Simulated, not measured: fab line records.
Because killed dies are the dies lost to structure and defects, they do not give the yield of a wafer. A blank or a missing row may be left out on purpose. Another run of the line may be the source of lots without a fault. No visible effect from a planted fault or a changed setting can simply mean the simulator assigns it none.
A struck lot beside a sound one -- flow sky130 -- 24 out of 708 route steps
Sound: these wafers, L871.3, L871.4, L871.6. Struck: wafers L880.2, L880.5, L880.6. The cause is named last.
At each step with rows: each side's tool, then ch and its chambers, then its first start. Under that, the readings that differ: sound wafers -- struck wafers -- difference of the means -- sigmas: that difference in standard deviations of wafers without a fault.
alike: readings with means less than 2 such deviations apart, plus words and numbers identical on both sides. not compared: withheld readings, readings lacking a value on some wafer, bounds such as >300 that could conceal the same value, and numbers that have no deviation in the record and whose values overlap.
Wherever a step has rows on one side only, a row that says differs or no value, or a row with sigmas, the two part there. Non-overlapping numbers with no deviation appear without sigmas and do not part them. A reading that every wafer of one side lacks parts them only if that side has two wafers or more.

first, 8 steps without rows for these wafers: SKY_FIELD_ISO_DEHYDRATE_05 (time 60 s); SKY_FIELD_ISO_HMDS_06 (prime time 60 s); SKY_FIELD_ISO_COAT_07 (resist thk 60 nm); SKY_FIELD_ISO_COAT_08 (resist thk 450 nm); SKY_FIELD_ISO_SOFTBAKE_09 (time 90 s); SKY_FIELD_ISO_EXPOSE_10 (exposes mask FOM, target cd 150 nm); SKY_FIELD_ISO_PEB_11; SKY_FIELD_ISO_DEVELOP_12 (develop time 60 s).
SKY_FIELD_ISO_CD_MEAS_13 targets a cd of 150 nm.
  sound on cd-sem-01, day 2 15:31; struck on cd-sem-01, day 4 15:35
  alike: cd-nm
SKY_FIELD_ISO_ETCH_14: etches BARC in N2/H2, stops on SiO2, time 45.9 s, target depth 60 nm.
  sound on rie-diel-04 ch 0,1,3, day 2 15:35; struck on rie-diel-04 ch 2,3, day 4 15:41
  alike: bias-w, chamber-pressure-mTorr, drypump-motor-current-A, n2-flow-sccm, oes-product-au, throttle-valve-pct
  not compared: rf-hours-counter-h
SKY_FIELD_ISO_ETCH_15: etches the open film in CHF3/O2, stops on Si, target depth 180 nm, time 72 s.
  sound on rie-diel-04 ch 0,1,3, day 2 15:38; struck on rie-diel-04 ch 2,3, day 4 15:44
  alike: O2_flow_sccm, bias-w, drypump-motor-current-A, oes-product-au, throttle-valve-pct
  not compared: rf-hours-counter-h
SKY_FIELD_ISO_STRIP_16: strips in O2/N2.
  sound on plasma-asher-03 ch 0,1, day 2 15:43; struck on plasma-asher-04 ch 0,1, day 4 15:47
  alike: drypump-motor-current-A, n2-flow-sccm, oes-product-au, strip-time-to-endpoint-s
  not compared: rf-hours-counter-h
SKY_FIELD_ISO_ETCH_17: etches Si in HBr/Cl2/O2, target depth 342 nm, time 97.7 s.
  sound on rie-si-01 ch 0,2,3, day 2 15:47; struck on rie-si-02 ch 2,3, day 4 15:53
  no value came back on the struck wafers for any of 5 readings (HBr_flow_sccm (sccm), O2_flow_sccm (sccm) and others); on the sound wafers HBr_flow_sccm (sccm) reads 149.8 150.1 150.0
reading,sound,struck,difference,sigmas
model.Si3N4_of_FIELD_ISO_CVD_03.thk-nm (nm),147.5 146.9 148.8,164.4 164.7 165.8,+17.2,
  not compared: rf-hours-counter-h
then, 7 steps without rows for these wafers: SKY_FIELD_ISO_WET_ETCH_18 (etches Si3N4 in H3PO4, target depth 25 nm, time 286 s); SKY_FIELD_ISO_CLEAN_19 (cleans in SC1/SC2, time 150 s); SKY_FIELD_ISO_CLEAN_20 (cleans in dHF, time 20 s); SKY_FIELD_ISO_WET_ETCH_21 (etches SiO2 in dHF, target depth 20 nm, time 400 s); SKY_FIELD_ISO_OXIDATION_22 (stabilise 600 s, purge 300 s, target thk 10 nm); SKY_FIELD_ISO_CVD_24 (deposits SiO2, target thk 595 nm, time 99.2 s); SKY_FIELD_ISO_ANNEAL_26 (time 1800 s).
SKY_FIELD_ISO_CMP_27: polishes, stops on Si3N4, t overpolish 16 s, target thk 457.8 nm.
  sound on cmp-02 ch 0,2,3, day 2 20:29; struck on cmp-01 ch 1,2, day 4 22:21
  alike: head-pressure-psi, motor-current-A
SKY_FIELD_ISO_WET_ETCH_28: etches SiO2 in dHF, target depth 23.7 nm, time 47 s.
  sound on wet-bench-01 ch 3, day 2 20:47; struck on wet-bench-04 ch 3, day 4 22:36
reading,sound,struck,difference,sigmas
model.Si3N4_of_FIELD_ISO_CVD_03.thk-nm (nm),116.4 115.8 117.7,133.8 134.2 135.3,+17.8,
  alike: bath-heat-duty-pct, run-length-s
then, 1 step without rows for these wafers: SKY_FIELD_ISO_WET_ETCH_29 (etches Si3N4 in H3PO4, target depth 160 nm, time 1825 s).
-- the record jumps here: 44 days lie between the struck wafers' starts before and after (it left off in module FIELD_ISO and takes up again in module PAD_OPEN, whose first step shown is number 708 of the route) --
SKY_PAD_OPEN_PROBE_99:
  sound on prober-02, day 46 10:50; struck on prober-01, day 48 16:15
reading,sound,struck,difference,sigmas
killed-at-front-end,18 10 17,399 419 413,+395,+92
killed-dies,95 60 81,492 492 492,+413,+38
killed-on-rim,13 12 14,96 96 96,+83,+22
  alike: killed_at_M0_to_M3, killed_at_M4_up, killed-at-contacts, killed-at-other, killed-open, killed-short

== WHERE THEY PART ==
At SKY_FIELD_ISO_ETCH_17 first; at SKY_PAD_OPEN_PROBE_99 last (within this record only).

WHY: what the simulator had put in
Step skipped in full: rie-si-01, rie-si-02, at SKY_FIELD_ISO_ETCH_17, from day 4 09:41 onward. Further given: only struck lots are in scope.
